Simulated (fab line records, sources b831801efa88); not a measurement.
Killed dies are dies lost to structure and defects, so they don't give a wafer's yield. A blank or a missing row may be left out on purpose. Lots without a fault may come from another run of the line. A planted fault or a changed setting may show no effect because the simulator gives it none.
Tool commonality check | flow sky130 | 13 lots, 39 wafers sampled

WHY IT WAS OPENED
At SKY_LDD_HVN_TW_MEAS_10 the reading LDD_HVN_TW is flagged on 1 of 13 lots. Wafers without a fault read 1444, standard deviation 6.6.
Rule: a lot is flagged when every wafer of it that has a number lies more than 4 standard deviations from that mean, or none has a number. The other lots count as sound.

lot  | measured     | on            | LDD_HVN_TW, wafer by wafer | flag
L215 | day 20 14:05 | film_metro-01 | 1454 1451 1445             |
L216 | day 21 00:44 | film_metro-04 | 1437 1441 1430             |
L217 | day 21 11:23 | film_metro-04 | 1444 1450 1452             |
L219 | day 22 13:55 | film_metro-01 | 1437 1442 1440             |
L221 | day 23 06:01 | film_metro-01 | 1463 1454 1447             |
L223 | day 23 20:17 | film_metro-01 | 31 30 31                   | FLAGGED
L230 | day 26 04:29 | film_metro-02 | 1443 1449 1440             |
L231 | day 26 09:14 | film_metro-04 | 1444 1452 1437             |
L233 | day 27 07:19 | film_metro-02 | 1442 1457 1446             |
L234 | day 27 12:41 | film_metro-04 | 1443 1447 1442             |
L235 | day 28 00:22 | film_metro-01 | 1450 1444 1459             |
L236 | day 28 07:11 | film_metro-02 | 1448 1442 1437             |
L237 | day 28 15:04 | film_metro-02 | 1437 1452 1445             |
The numbers of the flagged lots are 31 on average: -1413 against the usual, or -99 or more standard deviations.

WHICH TOOL RAN EACH LOT
The record holds 1 process step before the reading, out of a route of 708 steps. In each cell: the tool, then ch and the chambers that the sampled wafers went through, then the start.
lot  | flag    | SKY_LDD_HVN_EXPOSE_04
L215 |         | iline_stepper-02 ch 0, day 19 22:44
L216 |         | iline_stepper-02 ch 0, day 20 09:17
L217 |         | iline_stepper-02 ch 0, day 20 19:11
L219 |         | iline_stepper-02 ch 0, day 21 22:20
L221 |         | iline_stepper-01 ch 0, day 22 15:43
L223 | FLAGGED | iline_stepper-01 ch 0, day 23 05:08
L230 |         | iline_stepper-01 ch 0, day 25 14:13
L231 |         | iline_stepper-01 ch 0, day 25 18:53
L233 |         | iline_stepper-02 ch 0, day 26 16:59
L234 |         | iline_stepper-01 ch 0, day 26 21:58
L235 |         | iline_stepper-02 ch 0, day 27 09:34
L236 |         | iline_stepper-01 ch 0, day 27 16:55
L237 |         | iline_stepper-01 ch 0, day 28 01:19
What these steps do:
- SKY_LDD_HVN_EXPOSE_04: exposes mask HVNTM, target cd 700 nm.
- SKY_LDD_HVN_TW_MEAS_10

FLAGGED OVER TOTAL, TOOL BY TOOL (the gauges that took the reading come last)
step                   | tool             | lots run | flagged | share of the flagged lots | sound lots run after its first flagged lot
SKY_LDD_HVN_EXPOSE_04  | iline_stepper-01 | 7        | 1       | all                       | 5 (L230,L231,L234,L236,L237)
SKY_LDD_HVN_EXPOSE_04  | iline_stepper-02 | 6        | 0       | none                      | -
SKY_LDD_HVN_TW_MEAS_10 | film_metro-01    | 5        | 1       | all                       | 1 (L235)
SKY_LDD_HVN_TW_MEAS_10 | film_metro-02    | 4        | 0       | none                      | -
SKY_LDD_HVN_TW_MEAS_10 | film_metro-04    | 4        | 0       | none                      | -

WHAT THE TABLE ALLOWS
2 rows of the table ran every flagged lot: iline_stepper-01 at SKY_LDD_HVN_EXPOSE_04, film_metro-01 at SKY_LDD_HVN_TW_MEAS_10.
- iline_stepper-01 at SKY_LDD_HVN_EXPOSE_04: 1 of its 7 lots flagged. Sound lots ran on it after the first flagged one (L230, L231, L234, L236, L237), which a lasting fault on the whole tool wouldn't allow.
- film_metro-01 at SKY_LDD_HVN_TW_MEAS_10: 1 of its 5 lots flagged. Sound lots ran on it after the first flagged one (L235), which a lasting fault on the whole tool wouldn't allow.
No row of the table ran every flagged lot and no sound lot after the first.

WHAT THE SIMULATOR HAD PUT IN
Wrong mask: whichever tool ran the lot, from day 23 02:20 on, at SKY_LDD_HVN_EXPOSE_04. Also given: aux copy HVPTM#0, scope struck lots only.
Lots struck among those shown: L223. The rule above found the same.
